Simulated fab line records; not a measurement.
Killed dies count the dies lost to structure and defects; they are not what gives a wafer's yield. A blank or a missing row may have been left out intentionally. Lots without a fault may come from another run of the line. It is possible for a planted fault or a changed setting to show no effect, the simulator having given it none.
Which tool is to blame? -- flow sky130 -- Sampling: 12 lots, 36 wafers, 3 of 708 route steps

== WHAT THE GAUGES READ, wafer by wafer ==
SKY_CAP2M_THK_MEAS_01. Usual: CAP2M_CVD_00_THK typically reads 15.54 nm, with standard deviation 0.24.
lot,measured,on,CAP2M_CVD_00_THK (nm),flag
L948,day 39 09:05,filmMetro-04,15.42 15.81 15.64,
L949,day 39 11:42,filmMetro-02,15.22 15.34 15.45,
L950,day 40 04:20,filmMetro-04,15.55 15.63 15.95,
L951,day 40 07:25,filmMetro-02,14.84 15.30 15.48,
L955,day 41 21:48,filmMetro-04,15.62 15.61 15.72,
L956,day 42 10:11,filmMetro-01,15.35 15.57 15.78,
L957,day 42 14:37,filmMetro-01,15.44 15.67 16.06,
L961,day 43 19:34,filmMetro-04,15.38 15.40 15.44,
L963,day 44 09:58,filmMetro-04,15.26 15.80 15.67,
L967,day 44 23:22,filmMetro-02,15.42 15.60 15.58,
L968,day 45 09:21,filmMetro-04,15.37 15.40 15.52,
L971,day 45 22:59,filmMetro-04,15.47 15.10 15.89,

SKY_CAP2M_OVL_MEAS_12. Usual: CAP2M_OVL typically reads -2.7 nm, with standard deviation 1.6.
lot,measured,on,CAP2M_OVL (nm),flag
L948,day 40 09:27,overlay-02,-2.4 -0.3 -1.3,
L949,day 40 12:03,overlay-02,-0.1 -0.2 -0.9,
L950,day 41 04:26,overlay-01,-4.6 -3.5 -4.8,
L951,day 41 07:06,overlay-02,-5.8 -4.1 -4.5,
L955,day 42 20:33,overlay-02,-1.2 -0.8 0.3,
L956,day 43 09:22,overlay-02,-0.6 -0.2 -1.6,
L957,day 43 13:44,overlay-01,-3.7 -3.7 -5.0,
L961,day 44 17:33,overlay-01,-5.2 -5.1 -5.2,
L963,day 45 07:44,overlay-01,-2.4 -1.1 -2.5,
L967,day 45 20:28,overlay-01,-3.5 -3.2 -2.0,
L968,day 46 06:21,overlay-01,-3.8 -2.6 -3.8,
L971,day 46 19:06,overlay-01,-4.6 -3.3 -2.6,

== WHAT TOOL EACH LOT RAN ON (gives the tool, then ch and the chambers of the sampled wafers, and finally the start) ==
lot,SKY_METAL2_ETCH_18
L948,"rieMetal-04 ch 0,1, day 34 17:23"
L949,"rieMetal-02 ch 0,1, day 34 20:48"
L950,"rieMetal-04 ch 0,1, day 35 14:46"
L951,"rieMetal-02 ch 0,1, day 35 17:09"
L955,"rieMetal-02 ch 1, day 37 11:20"
L956,"rieMetal-02 ch 0,1, day 38 00:41"
L957,"rieMetal-02 ch 0,1, day 38 05:17"
L961,"rieMetal-02 ch 0, day 39 15:07"
L963,"rieMetal-01 ch 0,1, day 40 05:30"
L967,"rieMetal-04 ch 0,1, day 40 22:37"
L968,"rieMetal-01 ch 0,1, day 41 06:59"
L971,"rieMetal-01 ch 0,1, day 41 23:25"
- SKY_METAL2_ETCH_18: etches BARC in N2/H2, stops on SiO2, time 45.9 s, target depth 60 nm.

== WHAT THE TOOLS THEMSELVES READ (means of the sampled wafers that have a number; where no wafer has one, the mark that the record gives instead) ==
SKY_METAL2_ETCH_18. Usual: drypumpMotorCurrentA 5.9 A, standard deviation 0.43; oesProductAu 0.855 a.u., standard deviation 0.0048; rfFwdPowerW 494.4 W, standard deviation 2.5; throttleValvePct 13.225 %, standard deviation 0.0097.
lot,tool,drypumpMotorCurrentA (A),oesProductAu (a.u.),rfFwdPowerW (W),throttleValvePct (%),flag
L948,rieMetal-04,5.9,0.854,494.5,13.214,
L949,rieMetal-02,5.9,0.855,494.7,13.219,
L950,rieMetal-04,5.9,0.851,493.3,13.217,
L951,rieMetal-02,5.9,0.853,497.1,13.233,
L955,rieMetal-02,5.9,0.852,494.2,13.229,
L956,rieMetal-02,5.9,0.850,496.4,13.233,
L957,rieMetal-02,5.9,0.852,496.9,13.222,
L961,rieMetal-02,5.9,0.847,495.2,13.228,
L963,rieMetal-01,6.3,0.855,490.5,13.227,
L967,rieMetal-04,5.4,0.853,493.6,13.223,
L968,rieMetal-01,6.3,0.862,490.0,13.227,
L971,rieMetal-01,6.2,0.854,492.4,13.230,

== THE ANSWER, worked out from the rows above alone ==
Rule: a lot is off if the mean of its wafers that have a number lies more than 3 standard deviations from the usual mean. A lot without any number at a reading at which 4 lots or more have one is off too. Any other lot the step has rows for is counted as sound. The gauges are gone through in route order, then the tools' own readings, and for those a lot's mean is taken as printed above. The first step at which some lot is off is used, and at that step the reading that is off furthest; a lot without a number counts as furthest.
Nothing can be told from this: no lot is off at any reading shown.

== WHAT THE SIMULATOR HAD INSERTED ==
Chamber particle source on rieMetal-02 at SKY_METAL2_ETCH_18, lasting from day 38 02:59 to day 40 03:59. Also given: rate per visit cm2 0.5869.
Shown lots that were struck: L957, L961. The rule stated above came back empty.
